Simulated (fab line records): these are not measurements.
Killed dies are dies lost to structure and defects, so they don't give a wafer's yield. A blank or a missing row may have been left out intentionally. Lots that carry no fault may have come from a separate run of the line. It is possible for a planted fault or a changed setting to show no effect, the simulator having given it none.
Struck lot and sound lot, side by side || flow sky130 || 14 steps out of a route of 708
Sound: these wafers, L158.3, L158.5, L158.6. Wafers L163.2, L163.3, L163.4 were the ones struck. The cause comes at the end.
For every step that has rows: the tool of each side, followed by ch and its chambers, followed by its first start. Under that, the readings that differ: sound wafers || struck wafers || difference of the means || sigmas: that difference in standard deviations of wafers without a fault.
alike: readings whose means differ by less than 2 such deviations, and words and numbers that are the same on both sides. not compared: withheld readings, readings that some wafer has no value for, bounds like >300 that may hide the same value, and numbers for which the record gives no deviation and whose values overlap.
The two part at a step that has a row with sigmas, a row that says differs or no value, or rows on one side only. Non-overlapping numbers with no deviation appear without sigmas and do not part them. A reading that every wafer of one side lacks parts them only if that side has two wafers or more.

first, 3 steps without rows for these wafers: SKY_METAL1_CLEAN_22 (cleans in IPA, time 180 s); SKY_METAL1_CLEAN_23 (cleans in O3/DIW); SKY_VIA1_HDPCVD_00 (deposits SiO2, target thk 1030 nm, time 171.7 s).
SKY_VIA1_THK_MEAS_01:
  struck on filmMetro-02, day 36 11:04; sound on filmMetro-04, day 34 15:40
  alike: VIA1_HDPCVD_THK
SKY_VIA1_CMP_02: polishes SiO2.
  sound on cmp-02 ch 0,2,3, day 34 15:52; struck on cmp-02 ch 1,2,3, day 36 11:07
  alike: motorCurrentA
SKY_VIA1_BOW_MEAS_03:
  struck on filmMetro-04, day 36 11:26; sound on filmMetro-04, day 34 16:03
  alike: VIA1_BOW
then, 6 steps without rows for these wafers: SKY_VIA1_DEHYDRATE_04 (time 60 s); SKY_VIA1_HMDS_05 (prime time 60 s); SKY_VIA1_COAT_06 (resist thk 60 nm); SKY_VIA1_COAT_07 (resist thk 450 nm); SKY_VIA1_SOFTBAKE_08 (time 90 s); SKY_VIA1_EXPOSE_09 (exposes mask VIM, target cd 150 nm).
SKY_VIA1_PEB_10:
  struck on lithoTrack-02, day 37 13:00; sound on lithoTrack-04 ch 0, day 35 18:00
{"reading": "exhaustPa (Pa)", "sound": "46.8 46.0 47.2", "struck": "- - -", "difference": "no value on the struck wafers", "sigmas": ""}
  not compared: chillPlateTempC
then, 1 step without rows for these wafers: SKY_VIA1_DEVELOP_11 (develop time 60 s).

## WHERE THEY PART
Only at SKY_VIA1_PEB_10, as far as this record shows.

WHY: what the simulator had put in
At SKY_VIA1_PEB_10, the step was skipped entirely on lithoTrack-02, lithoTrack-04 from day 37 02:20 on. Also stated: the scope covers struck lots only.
